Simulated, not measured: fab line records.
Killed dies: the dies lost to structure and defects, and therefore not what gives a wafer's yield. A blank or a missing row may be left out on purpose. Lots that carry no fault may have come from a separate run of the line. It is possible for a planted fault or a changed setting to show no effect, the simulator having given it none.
A lot that was struck, set against a sound lot ; flow gf180mcu ; 17 steps out of a route of 602
Sound: the wafers L374.2, L374.3, L374.4. Wafers L385.4, L385.5, L385.6 were the ones struck. Last of all comes the cause.
Order at every step that has rows: each side's tool, ch and its chambers, its first start. Under that, the readings that differ: sound wafers ; struck wafers ; difference of the means ; sigmas: that difference in standard deviations of wafers without a fault.
alike: readings with means less than 2 such deviations apart, plus words and numbers identical on both sides. not compared: withheld readings, readings lacking a value on some wafer, bounds such as >300 that could conceal the same value, and numbers that have no deviation in the record and whose values overlap.
Wherever a step has rows on one side only, a row that says differs or no value, or a row with sigmas, the two part there. Numbers that have no deviation but don't overlap get no sigmas and don't part them. Lack of a reading on every wafer of one side parts them only where that side has two or more wafers.

first, 2 steps without rows for these wafers: GF_HV_LDD_PEB_44; GF_HV_LDD_DEVELOP_45 (develop time 60 s).
GF_HV_LDD_CD_MEAS_46: the cd target is 400 nm.
  sound on cd-sem-01, day 13 18:04; struck on cd-sem-01, day 17 11:03
  alike: cd-nm
GF_HV_LDD_OVL_MEAS_47:
  sound on overlay-02, day 13 18:10; struck on overlay-01, day 17 11:08
  alike: HV_LDD_03_OVL
after that, 1 step had no rows for these wafers: GF_HV_LDD_IMPLANT_48.
GF_HV_LDD_STRIP_49: strips in O2/N2.
  sound on plasma-asher-02 ch 0,1, day 13 18:21; struck on plasma-asher-01 ch 0,1, day 17 11:20
  alike: drypump-motor-current-A, heater-power-w, oes-product-au, strip-time-to-endpoint-s
  not compared: rf-hours-counter-h
GF_HV_LDD_TW_MEAS_50:
  sound on film-metro-02, day 13 18:28; struck on film-metro-02, day 17 11:25
  alike: HV_LDD_4_TW
then, 1 step without rows for these wafers: GF_HV_LDD_CLEAN_51 (cleans in SC1/SC2, time 150 s).
GF_HV_LDD_RTA_52: time 10 s.
  sound on rtp-anneal-02 ch 0, day 13 18:34; struck on rtp-anneal-02 ch 0, day 17 11:32
  alike: lamp-power-pct, wafer_temp_C_max
GF_HV_LDD_RS_MEAS_53: a four-point-probe measurement.
  sound on film-metro-04, day 13 18:38; struck on film-metro-04, day 17 11:38
  alike: HV_LDD_RS
then, 1 step without rows for these wafers: GF_HV_LDD_CVD_54 (deposits SiO2 from TEOS, target thk 10 nm, time 75 s).
GF_HV_LDD_THK_MEAS_55:
  sound on film-metro-02, day 13 19:47; struck on film-metro-02, day 17 13:42
  alike: HV_LDD_CVD_54_THK
GF_HV_LDD_CVD_56: deposits Si3N4 from DCS/NH3, target thk 90 nm, time 1543 s.
  sound on lpcvd-02 ch 1, day 13 19:50; struck on lpcvd-01 ch 0, day 17 15:06
reading;sound;struck;difference;sigmas
spike-tc-top-C (C);783.0 781.9 781.5;777.1 778.5 777.7;-4.4;-3
spike-tc-upper-C (C);771.6 770.7 772.0;766.6 765.2 766.6;-5.3;-4
susceptor-temp-C (C);769.7 770.3 770.2;766.6 766.3 766.2;-3.7;-12
zone-power-bottom-pct (%);21.0 21.2 21.1;18.1 18.2 17.9;-3.0;-2
model.Si3N4_of_HV_LDD_CVD_56.thk-nm (nm);91.03 90.47 90.1;83.39 83.89 83.37;-6.98;
  alike: spike-tc-lower-C, zone-power-top-pct
GF_HV_LDD_THK_MEAS_57:
  sound on film-metro-02, day 13 21:16; struck on film-metro-03, day 17 16:34
reading;sound;struck;difference;sigmas
HV_LDD_CVD_56_THK (nm);91.0 90.5 90.1;83.4 83.9 83.3;-7.0;-9
GF_HV_LDD_ETCHBACK_58: etches Si3N4 in CH3F/O2, stops on SiO2, time 100 s, target depth 90 nm.
  sound on rie-diel-01 ch 1,2, day 13 21:19; struck on rie-diel-03 ch 0,2,3, day 17 16:35
reading;sound;struck;difference;sigmas
oes-product-au (a.u.);0.850 0.852 0.850;0.810 0.811 0.807;-0.041;-7
model.etch.depth-nm (nm);91.03 90.47 90.1;83.39 83.89 83.37;-6.98;
  alike: drypump-motor-current-A, throttle-valve-pct
  not compared: rf-hours-counter-h
then, 1 step without rows for these wafers: GF_NSD_DEHYDRATE_00 (time 60 s).
GF_PASSIVATION_PROBE_99:
  the record holds rows for the sound wafers here (prober-01, day 30 07:12) but none for the struck ones

WHERE THEY PART
First at GF_HV_LDD_CVD_56; last, within this record, at GF_PASSIVATION_PROBE_99.

WHY: whatever the simulator had introduced
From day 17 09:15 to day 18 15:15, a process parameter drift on lpcvd-01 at GF_HV_LDD_CVD_56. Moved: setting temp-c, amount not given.
